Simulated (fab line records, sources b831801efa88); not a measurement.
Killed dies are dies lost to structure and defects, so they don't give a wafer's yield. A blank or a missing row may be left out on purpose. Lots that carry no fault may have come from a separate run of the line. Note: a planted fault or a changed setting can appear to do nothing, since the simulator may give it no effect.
fab line records | flow sky130
record lots=12 | wafers=36 | last_day=50
route steps=708 shown METAL5@661 PASSIVATION@683 PAD_OPEN@708
lots with no fault: from the same line, run without faults
start_h: hours from the record's first day to the start of the lot's first wafer shown | wait_h: time in hours since the lot's previous step | " unchanged from the row above | L1.1+2: one row covering several wafers at once | - no value, or no start was given | * or withheld: withheld | < > ~ a bound
route shown NAME@n: names a module that has steps shown in the file, with the first one's number in the route | usual: average and standard deviation across the fault-free wafers | same: alike in all rows | chamber/n: place in a boat | sites: each site's reading | _std_site: their standard deviation | _edge_site: outer sites' mean less inner sites' | radius_mm: for every site, how far away it sits from the centre of the wafer | mask NAME#n: copy n | behind: the tool/chamber that last shaped the wafer | hold: reason for holding the lot/hours on hold/outcome of the hold | device: the n, p or np transistor that did not switch | end of line: tests of these same wafers at the route's end | a step without rows: its recipe alone | killed: the dies lost at the first sort to structure and to defects; this is not the yield of the wafer | map: a wafer's dies, x killed, . not, _ none there
set.NAME: the setting that was run; set.NAME@STEP: the one run at that earlier step | model.NAME: the simulator's own value behind a step, which no gauge read
a sample of lots followed through the steps of the route, with each step as a table and each wafer as a row
services: when a tool's chamber went out of use (start_h, in hours from the record's first day, below 0 if earlier), for how many hours, and the reason
## steps
# step SKY_METAL5_SPUTTER_00
# recipe material=Ti | target_thk_nm=15 | power_w=3000 | time_s=10 | chamber_pressure_pa=0.4
# usual throttle_valve_pct=29.8/1.4
lot.wafer | tool           | chamber | start_h | wait_h | throttle_valve_pct
L920.3    | pvd_sputter-02 | -       | 1042.30 | 0.2    | 28.3
L920.4    | "              | -       | "       | "      | 32.2
L920.5    | "              | -       | "       | "      | 29.6
L921.2    | pvd_sputter-02 | -       | 1049.69 | 0.1    | 29.1
L921.3    | "              | -       | "       | "      | 31.9
L921.6    | "              | -       | "       | "      | 29.2
L924.4    | pvd_sputter-01 | -       | 1065.94 | 0.1    | 31.7
L924.5    | "              | -       | "       | "      | 29.6
L924.6    | "              | -       | "       | "      | 30.7
L925.1    | pvd_sputter-03 | -       | 1074.82 | 0.2    | 29.8
L925.3    | "              | -       | "       | "      | 27.4
L925.6    | "              | -       | "       | "      | 29.9
L926.3    | pvd_sputter-02 | -       | 1083.46 | 0.2    | 29.1
L926.4    | "              | -       | "       | "      | 31.1
L926.6    | "              | -       | "       | "      | 28.4
L928.2    | pvd_sputter-03 | -       | 1092.34 | 0.1    | 29.8
L928.5    | "              | -       | "       | "      | 29.6
L928.6    | "              | -       | "       | "      | 31.2
L929.1    | pvd_sputter-02 | -       | 1101.40 | 0.1    | 31.2
L929.4    | "              | -       | "       | "      | 29.4
L929.6    | "              | -       | "       | "      | 29.7
L930.1    | pvd_sputter-01 | -       | 1103.59 | 0.2    | 30.6
L930.2    | "              | -       | "       | "      | 31.4
L930.5    | "              | -       | "       | "      | 28.8
L931.2    | pvd_sputter-01 | -       | 1113.01 | 0.1    | 28.8
L931.4    | "              | -       | "       | "      | 29.2
L931.5    | "              | -       | "       | "      | 28.8
L934.1    | pvd_sputter-03 | -       | 1123.35 | 0.1    | 28.4
L934.4    | "              | -       | "       | "      | 31.5
L934.5    | "              | -       | "       | "      | 27.8
L938.1    | pvd_sputter-03 | -       | 1146.25 | 0.2    | 29.8
L938.4    | "              | -       | "       | "      | 31.2
L938.6    | "              | -       | "       | "      | 28.6
L939.1    | pvd_sputter-03 | -       | 1151.71 | 0.1    | 31.4
L939.4    | "              | -       | "       | "      | 27.4
L939.6    | "              | -       | "       | "      | 27.5
# step SKY_METAL5_RS_MEAS_05
# recipe thk_meas_gauge=four-point-probe | reads=TiN_of_METAL5_SPUTTER_04+Ti_of_METAL5_SPUTTER_03+AlCu_of_METAL5_SPUTTER_02+TiN_of_METAL5_SPUTTER_01+Ti_of_METAL5_SPUTTER_00
# usual METAL5_ALCU_RS=0.02711/0.0003
lot.wafer | tool          | chamber | start_h | wait_h | METAL5_ALCU_RS[ohm/sq]
L920.3    | film_metro-04 | -       | 1042.51 | 0.1    | 0.02705
L920.4    | "             | -       | "       | "      | 0.02707
L920.5    | "             | -       | "       | "      | 0.02717
L921.2    | film_metro-03 | -       | 1049.88 | 0.0    | 0.02662
L921.3    | "             | -       | "       | "      | 0.02653
L921.6    | "             | -       | "       | "      | 0.02654
L924.4    | film_metro-03 | -       | 1066.16 | 0.1    | 0.0271
L924.5    | "             | -       | "       | "      | 0.02755
L924.6    | "             | -       | "       | "      | 0.0274
L925.1    | film_metro-04 | -       | 1074.99 | 0.0    | 0.02706
L925.3    | "             | -       | "       | "      | 0.02712
L925.6    | "             | -       | "       | "      | 0.02712
L926.3    | film_metro-02 | -       | 1083.67 | 0.1    | 0.02691
L926.4    | "             | -       | "       | "      | 0.02702
L926.6    | "             | -       | "       | "      | 0.02686
L928.2    | film_metro-02 | -       | 1092.53 | 0.0    | 0.02692
L928.5    | "             | -       | "       | "      | 0.02694
L928.6    | "             | -       | "       | "      | 0.02659
L929.1    | film_metro-02 | -       | 1101.58 | 0.0    | 0.02733
L929.4    | "             | -       | "       | "      | 0.027
L929.6    | "             | -       | "       | "      | 0.02704
L930.1    | film_metro-04 | -       | 1103.76 | 0.0    | 0.02674
L930.2    | "             | -       | "       | "      | 0.02671
L930.5    | "             | -       | "       | "      | 0.02664
L931.2    | film_metro-03 | -       | 1113.20 | 0.0    | 0.02671
L931.4    | "             | -       | "       | "      | 0.02707
L931.5    | "             | -       | "       | "      | 0.02689
L934.1    | film_metro-02 | -       | 1123.52 | 0.0    | 0.02729
L934.4    | "             | -       | "       | "      | 0.02671
L934.5    | "             | -       | "       | "      | 0.02725
L938.1    | film_metro-03 | -       | 1146.42 | 0.0    | 0.02711
L938.4    | "             | -       | "       | "      | 0.02704
L938.6    | "             | -       | "       | "      | 0.02769
L939.1    | film_metro-02 | -       | 1151.88 | 0.0    | 0.02676
L939.4    | "             | -       | "       | "      | 0.0271
L939.6    | "             | -       | "       | "      | 0.02733
# step SKY_METAL5_METAL_ETCH_15
# recipe target_depth_a=12600 | stop_on=SiO2 | over_etch_frac=0.2 | time_s=252 | chemistry=Cl2/BCl3 | resist_sidewall_deg=86 | pressure_mtorr=10 | icp_w=900 | bias_w=48.5 | Cl2_flow_sccm=60 | bcl3_flow_sccm=30
# usual drypump_motor_current_A=5.7/0.55 | oes_product_au=0.894/0.005 | throttle_valve_pct=22.264/0.0086
lot.wafer | tool         | chamber | start_h | wait_h | drypump_motor_current_A | oes_product_au | rf_hours_counter_h | throttle_valve_pct
L920.3    | rie_metal-04 | 1       | 1065.47 | 0.1    | 5.2                     | 0.899          | -                  | 22.267
L920.4    | "            | 0       | "       | "      | 6.4                     | 0.889          | -                  | 22.263
L920.5    | "            | 0       | "       | "      | 6.3                     | 0.892          | -                  | 22.264
L921.2    | rie_metal-04 | 0       | 1071.54 | 0.0    | 6.4                     | 0.904          | 15                 | 22.260
L921.3    | "            | 1       | "       | "      | 5.2                     | 0.896          | -                  | 22.262
L921.6    | "            | 1       | "       | "      | 5.2                     | 0.895          | -                  | 22.276
L924.4    | rie_metal-03 | 1       | 1088.00 | 0.1    | 6.1                     | 0.891          | -                  | 22.250
L924.5    | "            | 1       | "       | "      | 6.1                     | 0.898          | -                  | 22.275
L924.6    | "            | 0       | "       | "      | 5.0                     | 0.890          | -                  | 22.283
L925.1    | rie_metal-04 | 0       | 1096.84 | 0.0    | 6.4                     | 0.897          | 17                 | 22.269
L925.3    | "            | 1       | "       | "      | 5.2                     | 0.896          | -                  | 22.270
L925.6    | "            | 1       | "       | "      | 5.2                     | 0.897          | -                  | 22.262
L926.3    | rie_metal-04 | 1       | 1105.40 | 0.1    | 5.2                     | 0.897          | -                  | 22.265
L926.4    | "            | 0       | "       | "      | 6.4                     | 0.891          | -                  | 22.266
L926.6    | "            | 0       | "       | "      | 6.4                     | 0.898          | -                  | 22.273
L928.2    | rie_metal-04 | 1       | 1113.29 | 0.0    | 5.2                     | 0.890          | 20                 | 22.260
L928.5    | "            | 0       | "       | "      | 6.4                     | 0.896          | -                  | 22.272
L928.6    | "            | 1       | "       | "      | 5.2                     | 0.897          | -                  | 22.270
L929.1    | rie_metal-04 | 0       | 1121.70 | 0.0    | 6.4                     | 0.897          | 19                 | 22.251
L929.4    | "            | 1       | "       | "      | 5.2                     | 0.895          | -                  | 22.254
L929.6    | "            | 1       | "       | "      | 5.2                     | 0.894          | -                  | 22.271
L930.1    | rie_metal-02 | 0       | 1124.39 | 0.0    | 5.9                     | 0.897          | 11                 | 22.273
L930.2    | "            | 1       | "       | "      | 5.0                     | 0.899          | 9                  | 22.276
L930.5    | "            | 1       | "       | "      | 5.0                     | 0.905          | -                  | 22.272
L931.2    | rie_metal-04 | 0       | 1134.00 | 0.0    | 6.4                     | 0.892          | 20                 | 22.269
L931.4    | "            | 1       | "       | "      | 5.2                     | 0.895          | -                  | 22.263
L931.5    | "            | 0       | "       | "      | 6.4                     | 0.893          | -                  | 22.286
L934.1    | rie_metal-04 | 1       | 1143.38 | 0.0    | 5.2                     | 0.892          | 23                 | 22.262
L934.4    | "            | 1       | "       | "      | 5.2                     | 0.893          | -                  | 22.249
L934.5    | "            | 1       | "       | "      | 5.2                     | 0.888          | -                  | 22.260
L938.1    | rie_metal-03 | 1       | 1165.55 | 0.0    | 6.1                     | 0.890          | 25                 | 22.267
L938.4    | "            | 1       | "       | "      | 6.1                     | 0.885          | -                  | 22.261
L938.6    | "            | 0       | "       | "      | 5.1                     | 0.896          | -                  | 22.269
L939.1    | rie_metal-02 | 1       | 1170.50 | 0.0    | 5.1                     | 0.897          | 13                 | 22.250
L939.4    | "            | 1       | "       | "      | 5.1                     | 0.893          | -                  | 22.274
L939.6    | "            | 0       | "       | "      | 5.9                     | 0.887          | -                  | 22.276
# step SKY_PASSIVATION_CVD_02
# recipe material=Si3N4 | target_thk_nm=540 | temp_c=400 | time_s=withheld | rf_w=450
# usual heater_power_w=707/80
lot.wafer | tool     | chamber | start_h | wait_h | heater_power_w
L920.3    | pecvd-04 | 1       | 1066.30 | 0.0    | 668
L920.4    | "        | 0       | "       | "      | 543
L920.5    | "        | 1       | "       | "      | 697
L921.2    | pecvd-04 | 1       | 1072.49 | 0.0    | 662
L921.3    | "        | 0       | "       | "      | 654
L921.6    | "        | 0       | "       | "      | 677
L924.4    | pecvd-01 | 2       | 1088.95 | 0.1    | 603
L924.5    | "        | 0       | "       | "      | 781
L924.6    | "        | 1       | "       | "      | 811
L925.1    | pecvd-02 | 2       | 1097.76 | 0.1    | 875
L925.3    | "        | 1       | "       | "      | 737
L925.6    | "        | 2       | "       | "      | 706
L926.3    | pecvd-04 | 0       | 1106.28 | 0.0    | 644
L926.4    | "        | 2       | "       | "      | 717
L926.6    | "        | 1       | "       | "      | 679
L928.2    | pecvd-04 | 1       | 1114.25 | 0.0    | 677
L928.5    | "        | 2       | "       | "      | 740
L928.6    | "        | 1       | "       | "      | 551
L929.1    | pecvd-01 | 2       | 1122.80 | 0.1    | 660
L929.4    | "        | 2       | "       | "      | 530
L929.6    | "        | 1       | "       | "      | 757
L930.1    | pecvd-02 | 2       | 1125.34 | 0.1    | 739
L930.2    | "        | 1       | "       | "      | 814
L930.5    | "        | 1       | "       | "      | 686
L931.2    | pecvd-01 | 0       | 1134.91 | 0.0    | 790
L931.4    | "        | 1       | "       | "      | 769
L931.5    | "        | 0       | "       | "      | 791
L934.1    | pecvd-02 | 0       | 1144.28 | 0.1    | 786
L934.4    | "        | 2       | "       | "      | 785
L934.5    | "        | 0       | "       | "      | 643
L938.1    | pecvd-02 | 1       | 1166.48 | 0.1    | 819
L938.4    | "        | 2       | "       | "      | 802
L938.6    | "        | 0       | "       | "      | 713
L939.1    | pecvd-02 | 2       | 1171.40 | 0.1    | 810
L939.4    | "        | 0       | "       | "      | 784
L939.6    | "        | 1       | "       | "      | 675
# step SKY_PASSIVATION_THK_MEAS_03
# recipe reads=Si3N4_of_PASSIVATION_CVD_02
# usual PASSIVATION_CVD_02_THK=539/8.1
lot.wafer | tool          | chamber | start_h | wait_h | PASSIVATION_CVD_02_THK[nm]
L920.3    | film_metro-01 | -       | 1066.55 | -      | 527
L920.4    | "             | -       | "       | "      | 541
L920.5    | "             | -       | "       | "      | 535
L921.2    | film_metro-04 | -       | 1072.72 | -      | 535
L921.3    | "             | -       | "       | "      | 537
L921.6    | "             | -       | "       | "      | 551
L924.4    | film_metro-04 | -       | 1089.09 | -      | 547
L924.5    | "             | -       | "       | "      | 554
L924.6    | "             | -       | "       | "      | 552
L925.1    | film_metro-04 | -       | 1097.98 | -      | 530
L925.3    | "             | -       | "       | "      | 526
L925.6    | "             | -       | "       | "      | 539
L926.3    | film_metro-03 | -       | 1106.53 | -      | 533
L926.4    | "             | -       | "       | "      | 542
L926.6    | "             | -       | "       | "      | 542
L928.2    | film_metro-01 | -       | 1114.48 | -      | 533
L928.5    | "             | -       | "       | "      | 548
L928.6    | "             | -       | "       | "      | 541
L929.1    | film_metro-04 | -       | 1123.02 | -      | 538
L929.4    | "             | -       | "       | "      | 549
L929.6    | "             | -       | "       | "      | 551
L930.1    | film_metro-01 | -       | 1125.57 | -      | 526
L930.2    | "             | -       | "       | "      | 524
L930.5    | "             | -       | "       | "      | 538
L931.2    | film_metro-04 | -       | 1135.14 | -      | 546
L931.4    | "             | -       | "       | "      | 557
L931.5    | "             | -       | "       | "      | 555
L934.1    | film_metro-04 | -       | 1144.51 | -      | 526
L934.4    | "             | -       | "       | "      | 543
L934.5    | "             | -       | "       | "      | 535
L938.1    | film_metro-04 | -       | 1166.71 | -      | 533
L938.4    | "             | -       | "       | "      | 547
L938.6    | "             | -       | "       | "      | 595
L939.1    | film_metro-03 | -       | 1171.63 | -      | 542
L939.4    | "             | -       | "       | "      | 598
L939.6    | "             | -       | "       | "      | 542
# step SKY_PAD_OPEN_PROBE_99
# usual defect_limited_yield=82.7/1.9 | killed_at_M0_to_M3=43/7.3 | killed_at_M4_up=3.2/1.9 | killed_at_contacts=24/5.5 | killed_at_front_end=15/4.7 | killed_at_other=0.5/0.75 | killed_dies=85/9.5 | killed_open=46/7 | killed_short=38/7.4
# same gross_dies=492 | killed_at_back_side=0
lot.wafer | tool      | chamber | start_h | wait_h | defect_limited_yield[%] | killed_at_M0_to_M3 | killed_at_M4_up | killed_at_contacts | killed_at_front_end | killed_at_other | killed_dies | killed_open | killed_short
L924.4    | prober-01 | -       | 1133.50 | 0.2    | 81.9                    | 44                 | 1               | 27                 | 17                  | 0               | 89          | 61          | 24
L924.5    | prober-01 | -       | 1133.55 | 0.2    | 83.1                    | 41                 | 2               | 27                 | 13                  | 0               | 83          | 52          | 31
L924.6    | prober-01 | -       | 1133.60 | 0.2    | 82.1                    | 48                 | 1               | 22                 | 17                  | 0               | 88          | 50          | 38
L925.1    | prober-02 | -       | 1140.98 | 0.1    | 86.4                    | 39                 | 4               | 17                 | 7                   | 0               | 67          | 36          | 31
L925.3    | prober-02 | -       | 1141.08 | 0.2    | 83.5                    | 42                 | 3               | 22                 | 14                  | 0               | 81          | 46          | 35
L925.6    | prober-02 | -       | 1141.23 | 0.2    | 87.0                    | 35                 | 1               | 15                 | 13                  | 0               | 64          | 42          | 22
L926.3    | prober-01 | -       | 1150.14 | 0.2    | 83.5                    | 40                 | 0               | 23                 | 15                  | 3               | 81          | 45          | 34
L926.4    | prober-01 | -       | 1150.19 | 0.2    | 80.7                    | 44                 | 3               | 31                 | 16                  | 1               | 95          | 46          | 47
L926.6    | prober-01 | -       | 1150.29 | 0.2    | 83.3                    | 41                 | 4               | 19                 | 18                  | 0               | 82          | 39          | 40
L928.2    | prober-01 | -       | 1156.29 | 0.1    | 80.9                    | 41                 | 1               | 35                 | 17                  | 0               | 94          | 48          | 45
L928.5    | prober-01 | -       | 1156.44 | 0.2    | 87.4                    | 26                 | 4               | 20                 | 11                  | 1               | 62          | 39          | 23
L928.6    | prober-01 | -       | 1156.49 | 0.2    | 81.3                    | 45                 | 5               | 20                 | 20                  | 2               | 92          | 44          | 48
L929.1    | prober-02 | -       | 1163.84 | 0.1    | 81.7                    | 40                 | 3               | 35                 | 12                  | 0               | 90          | 49          | 41
L929.4    | prober-02 | -       | 1163.99 | 0.2    | 80.3                    | 45                 | 3               | 37                 | 11                  | 1               | 97          | 51          | 46
L929.6    | prober-02 | -       | 1164.09 | 0.2    | 80.9                    | 50                 | 5               | 24                 | 14                  | 1               | 94          | 55          | 38
L930.1    | prober-01 | -       | 1166.74 | 0.1    | 85.6                    | 40                 | 5               | 12                 | 14                  | 0               | 71          | 38          | 33
L930.2    | prober-01 | -       | 1166.79 | 0.1    | 83.7                    | 33                 | 3               | 33                 | 11                  | 0               | 80          | 43          | 37
L930.5    | prober-01 | -       | 1166.94 | 0.2    | 82.3                    | 48                 | 7               | 21                 | 10                  | 1               | 87          | 59          | 27
L931.2    | prober-02 | -       | 1175.53 | 0.1    | 82.3                    | 48                 | 7               | 22                 | 10                  | 0               | 87          | 49          | 38
L931.4    | prober-02 | -       | 1175.63 | 0.2    | 81.9                    | 42                 | 5               | 23                 | 19                  | 0               | 89          | 45          | 44
L931.5    | prober-02 | -       | 1175.68 | 0.2    | 79.7                    | 56                 | 3               | 23                 | 18                  | 0               | 100         | 56          | 44
L934.1    | prober-01 | -       | 1183.19 | 0.1    | 80.1                    | 44                 | 4               | 35                 | 14                  | 1               | 98          | 49          | 49
L934.4    | prober-01 | -       | 1183.34 | 0.2    | 85.2                    | 36                 | 5               | 19                 | 12                  | 1               | 73          | 38          | 33
L934.5    | prober-01 | -       | 1183.39 | 0.2    | 80.7                    | 46                 | 5               | 23                 | 21                  | 0               | 95          | 44          | 49
L939.1    | prober-01 | -       | 1207.38 | 0.1    | 79.7                    | 58                 | 2               | 23                 | 17                  | 0               | 100         | 62          | 38
L939.4    | prober-01 | -       | 1207.53 | 0.2    | 80.3                    | 50                 | 5               | 26                 | 14                  | 2               | 97          | 58          | 37
L939.6    | prober-01 | -       | 1207.63 | 0.2    | 84.1                    | 43                 | 6               | 22                 | 7                   | 0               | 78          | 41          | 33
# killed by level:class
L924.4 VIA1:geometric_particle:open=19 CONTACT:geometric_particle:open=15 METAL1:geometric_particle:short=8 LI_CONTACT:geometric_particle:open=5 FIELD_ISO:geometric_particle:open=4 VIA3:geometric_particle:open=4 CONTACT:geometric_particle:short=4 SPACER:geometric_particle:open=3
L924.5 LI_CONTACT:geometric_particle:open=12 VIA1:geometric_particle:open=12 VIA2:geometric_particle:open=7 LOCAL_INTERCONNECT:geometric_particle:short=6 VIA1:geometric_particle:short=6 VIA3:geometric_particle:open=6 FIELD_ISO:geometric_particle:short=4 FIELD_ISO:geometric_particle:open=4
L924.6 METAL1:geometric_particle:short=11 VIA1:geometric_particle:open=10 FIELD_ISO:geometric_particle:open=9 LI_CONTACT:geometric_particle:open=8 CONTACT:geometric_particle:open=7 VIA1:geometric_particle:short=7 VIA2:geometric_particle:open=6 VIA3:geometric_particle:short=4
L925.1 VIA1:geometric_particle:open=9 METAL2:geometric_particle:short=8 CONTACT:geometric_particle:open=7 LI_CONTACT:geometric_particle:open=5 VIA3:geometric_particle:open=5 VIA2:geometric_particle:open=4 POLY_GATE:geometric_particle:short=3 LOCAL_INTERCONNECT:geometric_particle:short=3
L925.3 VIA1:geometric_particle:open=10 CONTACT:geometric_particle:open=9 VIA3:geometric_particle:open=7 FIELD_ISO:geometric_particle:open=6 METAL1:geometric_particle:short=6 LI_CONTACT:geometric_particle:open=5 LOCAL_INTERCONNECT:geometric_particle:short=5 METAL2:geometric_particle:short=5
L925.6 VIA1:geometric_particle:open=11 VIA3:geometric_particle:open=9 FIELD_ISO:geometric_particle:short=5 CONTACT:geometric_particle:open=5 VIA2:geometric_particle:open=5 LI_CONTACT:geometric_particle:open=5 METAL1:geometric_particle:short=4 FIELD_ISO:geometric_particle:open=3
L926.3 CONTACT:geometric_particle:open=9 VIA1:geometric_particle:open=9 VIA2:geometric_particle:open=8 METAL2:geometric_particle:short=7 LI_CONTACT:geometric_particle:open=6 FIELD_ISO:geometric_particle:short=5 VIA1:geometric_particle:short=5 POLY_GATE:geometric_particle:open=4
L926.4 LI_CONTACT:geometric_particle:open=10 CONTACT:geometric_particle:open=10 METAL1:geometric_particle:short=8 METAL2:geometric_particle:short=8 VIA2:geometric_particle:open=5 VIA1:geometric_particle:open=5 VIA1:geometric_particle:short=5 VIA3:geometric_particle:open=5
L926.6 METAL1:geometric_particle:short=9 LI_CONTACT:geometric_particle:open=8 VIA1:geometric_particle:open=7 VIA2:geometric_particle:open=7 CONTACT:geometric_particle:open=6 VIA1:geometric_particle:short=6 POLY_GATE:geometric_particle:short=4 METAL2:geometric_particle:short=4
L928.2 VIA1:geometric_particle:open=13 LI_CONTACT:geometric_particle:open=10 CONTACT:geometric_particle:short=8 LI_CONTACT:geometric_particle:short=5 LOCAL_INTERCONNECT:geometric_particle:short=5 CONTACT:geometric_particle:open=5 METAL1:geometric_particle:short=5 VIA1:geometric_particle:short=4
L928.5 VIA3:geometric_particle:open=11 CONTACT:geometric_particle:open=6 LI_CONTACT:geometric_particle:short=6 VIA1:geometric_particle:open=6 VIA2:geometric_particle:open=5 CONTACT:geometric_particle:short=4 FIELD_ISO:geometric_particle:short=3 POLY_GATE:geometric_particle:short=3
L928.6 METAL1:geometric_particle:short=8 VIA3:geometric_particle:open=7 VIA1:geometric_particle:open=7 LI_CONTACT:geometric_particle:open=6 FIELD_ISO:geometric_particle:short=5 CONTACT:geometric_particle:open=5 POLY_GATE:geometric_particle:open=4 POLY_GATE:geometric_particle:short=4
L929.1 CONTACT:geometric_particle:open=13 VIA2:geometric_particle:open=7 VIA1:geometric_particle:open=7 LI_CONTACT:geometric_particle:open=6 METAL1:geometric_particle:short=6 CONTACT:geometric_particle:short=6 METAL3:geometric_particle:short=5 LOCAL_INTERCONNECT:geometric_particle:short=4
L929.4 CONTACT:geometric_particle:open=14 CONTACT:geometric_particle:short=8 METAL2:geometric_particle:short=8 VIA1:geometric_particle:open=7 METAL1:geometric_particle:short=7 VIA3:geometric_particle:open=7 LI_CONTACT:geometric_particle:open=6 FIELD_ISO:geometric_particle:short=5
L929.6 CONTACT:geometric_particle:open=12 VIA1:geometric_particle:open=12 VIA2:geometric_particle:open=7 VIA3:geometric_particle:open=7 METAL1:geometric_particle:short=6 LOCAL_INTERCONNECT:geometric_particle:short=5 VIA1:geometric_particle:short=5 LI_CONTACT:geometric_particle:open=4
L930.1 VIA1:geometric_particle:open=12 CONTACT:geometric_particle:open=6 VIA2:geometric_particle:open=6 POLY_CUT:geometric_particle:short=5 LOCAL_INTERCONNECT:geometric_particle:short=4 VIA1:geometric_particle:short=4 FIELD_ISO:geometric_particle:open=3 POLY_GATE:geometric_particle:short=3
L930.2 CONTACT:geometric_particle:open=11 LI_CONTACT:geometric_particle:open=8 VIA2:geometric_particle:open=7 CONTACT:geometric_particle:short=6 POLY_GATE:geometric_particle:short=5 VIA1:geometric_particle:open=5 VIA3:geometric_particle:open=5 FIELD_ISO:geometric_particle:open=4
L930.5 VIA1:geometric_particle:open=15 VIA3:geometric_particle:open=11 LI_CONTACT:geometric_particle:open=8 CONTACT:geometric_particle:open=8 VIA2:geometric_particle:open=7 METAL4:geometric_particle:short=6 FIELD_ISO:geometric_particle:short=4 FIELD_ISO:geometric_particle:open=4
L931.2 CONTACT:geometric_particle:open=9 METAL2:geometric_particle:short=8 VIA2:geometric_particle:open=8 VIA3:geometric_particle:open=8 LI_CONTACT:geometric_particle:open=6 METAL4:geometric_particle:short=6 VIA1:geometric_particle:open=5 VIA2:geometric_particle:short=4
L931.4 CONTACT:geometric_particle:open=9 VIA1:geometric_particle:open=8 METAL1:geometric_particle:short=7 VIA3:geometric_particle:open=6 FIELD_ISO:geometric_particle:short=5 FIELD_ISO:geometric_particle:open=5 VIA1:geometric_particle:short=5 CONTACT:geometric_particle:short=5
L931.5 CONTACT:geometric_particle:open=10 VIA1:geometric_particle:open=10 VIA3:geometric_particle:open=10 METAL1:geometric_particle:short=7 METAL2:geometric_particle:short=7 LI_CONTACT:geometric_particle:short=6 VIA2:geometric_particle:open=6 POLY_GATE:geometric_particle:open=5
L934.1 VIA1:geometric_particle:open=11 CONTACT:geometric_particle:open=9 LOCAL_INTERCONNECT:geometric_particle:short=8 LI_CONTACT:geometric_particle:open=7 VIA1:geometric_particle:short=7 VIA2:geometric_particle:open=6 LI_CONTACT:geometric_particle:short=5 METAL1:geometric_particle:short=5
L934.4 CONTACT:geometric_particle:open=11 VIA1:geometric_particle:open=10 VIA1:geometric_particle:short=7 METAL2:geometric_particle:short=6 FIELD_ISO:geometric_particle:short=5 POLY_GATE:geometric_particle:short=4 LI_CONTACT:geometric_particle:open=4 VIA2:geometric_particle:open=4
L934.5 VIA1:geometric_particle:open=12 CONTACT:geometric_particle:open=8 VIA2:geometric_particle:open=7 METAL2:geometric_particle:short=6 POLY_GATE:geometric_particle:short=5 LOCAL_INTERCONNECT:geometric_particle:short=5 CONTACT:geometric_particle:short=5 METAL1:geometric_particle:short=5
L939.1 CONTACT:geometric_particle:open=14 VIA2:geometric_particle:open=10 VIA1:geometric_particle:open=9 VIA3:geometric_particle:open=9 FIELD_ISO:geometric_particle:short=6 METAL2:geometric_particle:short=6 METAL3:geometric_particle:short=5 POLY_GATE:geometric_particle:open=4
L939.4 VIA1:geometric_particle:open=13 CONTACT:geometric_particle:open=12 VIA3:geometric_particle:open=8 CONTACT:geometric_particle:short=7 VIA2:geometric_particle:open=6 METAL2:geometric_particle:short=5 METAL1:geometric_particle:short=5 LI_CONTACT:geometric_particle:open=5
L939.6 CONTACT:geometric_particle:open=9 VIA3:geometric_particle:open=8 VIA1:geometric_particle:open=7 LI_CONTACT:geometric_particle:open=5 VIA1:geometric_particle:short=5 VIA2:geometric_particle:short=5 CONTACT:geometric_particle:short=4 METAL2:geometric_particle:short=4
## services
tool           | chamber | start_h | hours | kind
rie_metal-03   | 1       | 1026.07 | 1.4   | repair
pecvd-04       | 1       | 1034.06 | 3.6   | repair
pvd_sputter-02 | 2       | 1036.99 | -     | consumable_replace:kit
pvd_sputter-02 | 2       | 1036.99 | 18.0  | scheduled_down
pvd_sputter-02 | 2       | 1036.99 | 18.0  | vent_cycle
pecvd-01       | 1       | 1066.88 | 5.5   | scheduled_down
pvd_sputter-01 | 1       | 1083.67 | -     | consumable_replace:kit
pvd_sputter-01 | -       | 1104.77 | 2.7   | repair
pecvd-02       | -       | 1105.72 | 3.4   | repair
pvd_sputter-03 | -       | 1124.91 | 3.4   | repair
pecvd-02       | 1       | 1132.36 | 2.1   | scheduled_down
pvd_sputter-03 | 2       | 1132.85 | -     | consumable_replace:kit
pvd_sputter-03 | 2       | 1132.85 | 18.0  | scheduled_down
pvd_sputter-03 | 2       | 1132.85 | 18.0  | vent_cycle
pvd_sputter-02 | 1       | 1149.69 | -     | consumable_replace:kit
pvd_sputter-02 | 1       | 1149.69 | 18.0  | scheduled_down
pvd_sputter-02 | 1       | 1149.69 | 18.0  | vent_cycle
pecvd-02       | 0       | 1154.67 | 5.5   | scheduled_down
pecvd-02       | 1       | 1160.93 | 5.0   | scheduled_down
pecvd-01       | 1       | 1161.40 | 14.9  | repair
pvd_sputter-03 | 1       | 1165.91 | -     | consumable_replace:kit
pvd_sputter-03 | 1       | 1165.91 | 18.0  | scheduled_down
pvd_sputter-03 | 1       | 1165.91 | 18.0  | vent_cycle
rie_metal-03   | 1       | 1169.14 | 17.5  | repair
## key
first_sign step=SKY_PASSIVATION_THK_MEAS_03 | reading=PASSIVATION_CVD_02_THK | direction=up | sigmas=7.1 | usual=539 | struck=596
effect none on later readings
met_at SKY_PASSIVATION_CVD_02
struck_lots L938,L939
struck_wafers L938.6,L939.4
not_acting_at SKY_METAL5_SPUTTER_00,SKY_METAL5_RS_MEAS_05,SKY_METAL5_METAL_ETCH_15
onset_between 1144.28 1166.48
fault kind=process_parameter_drift | tool=pecvd-02 | chamber=0 | onset_h=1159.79 | steps=SKY_PASSIVATION_CVD_02 | channel=target_thk_nm | offset=55.678 | shape=step | end_h=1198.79 | acts_in=these_recipes_only | stated=540
